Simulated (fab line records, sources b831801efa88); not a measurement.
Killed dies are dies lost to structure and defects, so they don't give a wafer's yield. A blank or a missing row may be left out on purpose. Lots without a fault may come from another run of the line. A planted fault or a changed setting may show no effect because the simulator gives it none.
fab line records | flow sky130
record lots=5 wafers=15 last_day=49
route steps=708 shown METAL1@439
lots that met no fault: from a run of the same line without faults
start_h: hours from the record's first day to the start of the lot's first wafer shown | wait_h: hours since the lot's step before | " the same as in the row above | L1.1+2: a row that stands for several wafers | - no value, or no start given | * or withheld: withheld | < > ~ a bound
route shown NAME@n: a module of which the file shows steps, and the number in the route of the first | usual: mean/standard deviation of fault-free wafers | same: alike in all rows | chamber/n: place in a boat | sites: the reading at each site | _std_site: their standard deviation | _edge_site: outer sites' mean less inner sites' | radius_mm: how far each site lies from the wafer's centre | mask NAME#n: copy n | behind: the tool/chamber that last shaped the wafer | hold: why the lot was held/for how many hours/how that ended | device: the transistor (n, p or np) that didn't switch | end of line: the same wafers' tests at the end of the route | a step without rows: its recipe alone | killed: dies lost to structure and defects at the first sort, not the wafer's yield | map: a wafer's dies, x killed, . not, _ none there
set.NAME: the setting as run; set.NAME@STEP: as run at that earlier step | model.NAME: the simulator's own value behind a step, which no gauge read
lots at some steps of the route; a table a step, a row a wafer
services: from which hour (start_h, from the record's first day; less than 0 if before it) a tool's chamber was out of use, for how many hours, and why
## steps
# step SKY_METAL1_RS_MEAS_05
# recipe thk_meas_gauge=four-point-probe reads=TiN_of_METAL1_SPUTTER_04+Ti_of_METAL1_SPUTTER_03+AlCu_of_METAL1_SPUTTER_02+TiN_of_METAL1_SPUTTER_01+Ti_of_METAL1_SPUTTER_00
# usual METAL1_ALCU_RS=0.1262/0.00094
# columns lot.wafer tool chamber start_h wait_h METAL1_ALCU_RS[ohm/sq]
L078.3 film_metro-03 - 774.81 0.1 0.1267
L078.4 " - " " 0.1268
L078.5 " - " " 0.1271
L079.2 film_metro-03 - 776.25 0.0 0.1239
L079.3 " - " " 0.1254
L079.4 " - " " 0.1246
L081.2 film_metro-02 - 789.09 0.0 0.1262
L081.4 " - " " 0.1268
L081.5 " - " " 0.1257
L093.3 film_metro-01 - 875.83 0.1 0.1263
L093.4 " - " " 0.1261
L093.5 " - " " 0.1255
L094.3 film_metro-03 - 882.96 0.1 0.1259
L094.5 " - " " 0.1266
L094.6 " - " " 0.1267
# step SKY_METAL1_THK_MEAS_06
# recipe thk_meas_gauge=xrf reads=AlCu_of_METAL1_SPUTTER_02
# usual METAL1_ALCU_THK=255.1/2.5
# columns lot.wafer tool chamber start_h wait_h METAL1_ALCU_THK[nm]
L078.3 film_metro-03 - 774.91 0.1 254.6
L078.4 " - " " 252.2
L078.5 " - " " 252.5
L079.2 film_metro-03 - 776.36 0.1 260.5
L079.3 " - " " 256.1
L079.4 " - " " 256.8
L081.2 film_metro-02 - 789.20 0.1 254.4
L081.4 " - " " 255.2
L081.5 " - " " 256.9
L093.3 film_metro-01 - 875.93 0.1 255.4
L093.4 " - " " 256.7
L093.5 " - " " 259.7
L094.3 film_metro-03 - 883.06 0.1 251.5
L094.5 " - " " 252.5
L094.6 " - " " 251.0
# step SKY_METAL1_DEHYDRATE_07
# recipe temp_c=200 time_s=60
# usual exhaust_pa=45.0/0.85 heater_power_total_W=160.37/0.13
# columns lot.wafer tool chamber start_h wait_h exhaust_pa heater_power_total_W
L078.3 litho_track-01 0 787.63 12.7 43.7 160.24
L078.4 " 0 " " 46.0 160.34
L078.5 " 0 " " 45.8 160.61
L079.2 litho_track-01 0 788.40 12.0 46.7 160.36
L079.3 " 0 " " 45.4 160.49
L079.4 " 0 " " 47.3 160.39
L081.2 litho_track-04 0 801.13 11.9 43.5 160.20
L081.4 " 0 " " 44.3 160.31
L081.5 " 0 " " 44.4 160.41
L093.3 litho_track-01 0 888.18 12.2 44.4 160.33
L093.4 " 0 " " 44.2 160.28
L093.5 " 0 " " 44.1 160.35
L094.3 litho_track-01 0 895.33 12.3 44.2 160.42
L094.5 " 0 " " 44.7 160.29
L094.6 " 0 " " 47.0 160.15
# step SKY_METAL1_HMDS_08
# recipe prime_time_s=60 prime_temp_c=120
# usual exhaust_pa=44.9/0.96
# columns lot.wafer tool chamber start_h wait_h exhaust_pa
L078.3 litho_track-01 0 787.78 0.1 45.9
L078.4 " 0 " " 45.3
L078.5 " 0 " " 43.6
L079.2 litho_track-01 0 788.55 0.1 45.7
L079.3 " 0 " " 47.5
L079.4 " 0 " " 46.2
L081.2 litho_track-04 0 801.28 0.1 45.1
L081.4 " 0 " " 46.5
L081.5 " 0 " " 45.5
L093.3 litho_track-01 0 888.33 0.1 44.3
L093.4 " 0 " " 44.6
L093.5 " 0 " " 45.4
L094.3 litho_track-01 0 895.48 0.1 45.6
L094.5 " 0 " " 44.8
L094.6 " 0 " " 46.0
# step SKY_METAL1_COAT_09
# recipe resist=BARC temp_c=withheld time_s=withheld spin_rpm=3000 resist_thk_nm=60
# usual exhaust_pa=45.1/0.93
# columns lot.wafer tool chamber start_h wait_h exhaust_pa
L078.3 litho_track-01 0 787.93 0.1 44.8
L078.4 " 0 " " 44.4
L078.5 " 0 " " 44.8
L079.2 litho_track-01 0 788.70 0.1 45.2
L079.3 " 0 " " 46.0
L079.4 " 0 " " 45.4
L081.2 litho_track-04 0 801.43 0.1 45.3
L081.4 " 0 " " 45.5
L081.5 " 0 " " 45.4
L093.3 litho_track-01 0 888.48 0.1 45.6
L093.4 " 0 " " 44.2
L093.5 " 0 " " 45.9
L094.3 litho_track-01 0 895.63 0.1 44.1
L094.5 " 0 " " 44.3
L094.6 " 0 " " 43.7
# step SKY_METAL1_COAT_10
# recipe resist=KrF-thick spin_rpm=3000 resist_thk_nm=450
# usual exhaust_pa=45.2/0.95
# columns lot.wafer tool chamber start_h wait_h exhaust_pa
L078.3 litho_track-01 0 - - 45.5
L078.4 " 0 " " 44.5
L078.5 " 0 " " 44.7
L079.2 litho_track-01 0 - - 45.2
L079.3 " 0 " " 44.4
L079.4 " 0 " " 44.8
L081.2 litho_track-04 0 - - 45.6
L081.4 " 0 " " 46.2
L081.5 " 0 " " 45.6
L093.3 litho_track-01 0 - - 44.9
L093.4 " 0 " " 44.5
L093.5 " 0 " " 43.8
L094.3 litho_track-01 0 - - 43.5
L094.5 " 0 " " 44.6
L094.6 " 0 " " 44.5
# step SKY_METAL1_SOFTBAKE_11
# recipe temp_c=100 time_s=90 resist=KrF-thick
# usual exhaust_pa=45.0/1.1 heater_power_total_W=57.35/0.11
# columns lot.wafer tool chamber start_h wait_h exhaust_pa heater_power_total_W
L078.3 litho_track-01 0 - - 45.4 57.50
L078.4 " 0 " " 45.8 57.21
L078.5 " 0 " " 45.3 57.47
L079.2 litho_track-01 0 - - 45.8 57.21
L079.3 " 0 " " 44.7 57.31
L079.4 " 0 " " 46.5 57.27
L081.2 litho_track-04 0 - - 44.1 57.29
L081.4 " 0 " " 45.0 57.56
L081.5 " 0 " " 45.3 57.25
L093.3 litho_track-01 0 - - 47.5 57.21
L093.4 " 0 " " 46.1 57.38
L093.5 " 0 " " 45.4 57.56
L094.3 litho_track-01 0 - - 46.2 57.27
L094.5 " 0 " " 46.4 57.53
L094.6 " 0 " " 45.4 57.28
# step SKY_METAL1_EXPOSE_12
# recipe mask_id=MM1 na=0.8 source_shape=annular sigma_inner=0.55 sigma_outer=0.85 target_cd_nm=140 dose_mj=28
# usual exposure_dose_mJ_cm2=28.004/0.026
# columns lot.wafer tool chamber start_h wait_h mask exposure_dose_mJ_cm2
L078.3 krf_scanner-02 0 - - MM1#0 28.023
L078.4 " 0 " " MM1#0 28.040
L078.5 " 0 " " MM1#0 28.003
L079.2 krf_scanner-01 0 - - MM1#0 27.977
L079.3 " 0 " " MM1#0 27.967
L079.4 " 0 " " MM1#0 27.956
L081.2 krf_scanner-02 0 - - MM1#0 28.044
L081.4 " 0 " " MM1#0 28.016
L081.5 " 0 " " MM1#0 27.993
L093.3 krf_scanner-01 0 - - MM1#0 28.073
L093.4 " 0 " " MM1#0 28.021
L093.5 " 0 " " MM1#0 28.019
L094.3 krf_scanner-02 0 - - MM1#0 28.020
L094.5 " 0 " " MM1#0 27.954
L094.6 " 0 " " MM1#0 28.007
# step SKY_METAL1_PEB_13
# recipe peb_temp_c=withheld peb_time_s=withheld resist=KrF-thick
# usual exhaust_pa=44.9/0.81
# columns lot.wafer tool chamber start_h wait_h exhaust_pa
L078.3 litho_track-04 0 - - 44.3
L078.4 " 0 " " 44.7
L078.5 " 0 " " 44.7
L079.2 litho_track-02 0 - - 46.2
L079.3 " 0 " " 45.7
L079.4 " 0 " " 45.9
L081.2 litho_track-02 0 - - 44.6
L081.4 " 0 " " 43.8
L081.5 " 0 " " 46.0
L093.3 litho_track-01 0 - - 45.4
L093.4 " 0 " " 44.4
L093.5 " 0 " " 43.8
L094.3 litho_track-01 0 - - 43.1
L094.5 " 0 " " 44.4
L094.6 " 0 " " 43.7
## services
# columns tool chamber start_h hours kind
krf_scanner-02 - 769.04 0.8 pm
krf_scanner-01 - 785.47 1.3 pm
krf_scanner-02 - 815.36 4.0 pm
krf_scanner-02 - 825.95 33.8 repair
krf_scanner-02 - 834.82 2.3 repair
krf_scanner-01 - 840.41 1.0 repair
krf_scanner-02 - 852.74 4.1 repair
krf_scanner-01 - 872.93 1.0 pm
krf_scanner-02 - 886.16 3.6 pm
krf_scanner-02 - 890.69 1.0 pm
krf_scanner-01 - 892.09 0.8 pm
krf_scanner-02 - 905.49 1.3 pm
## key
fault none
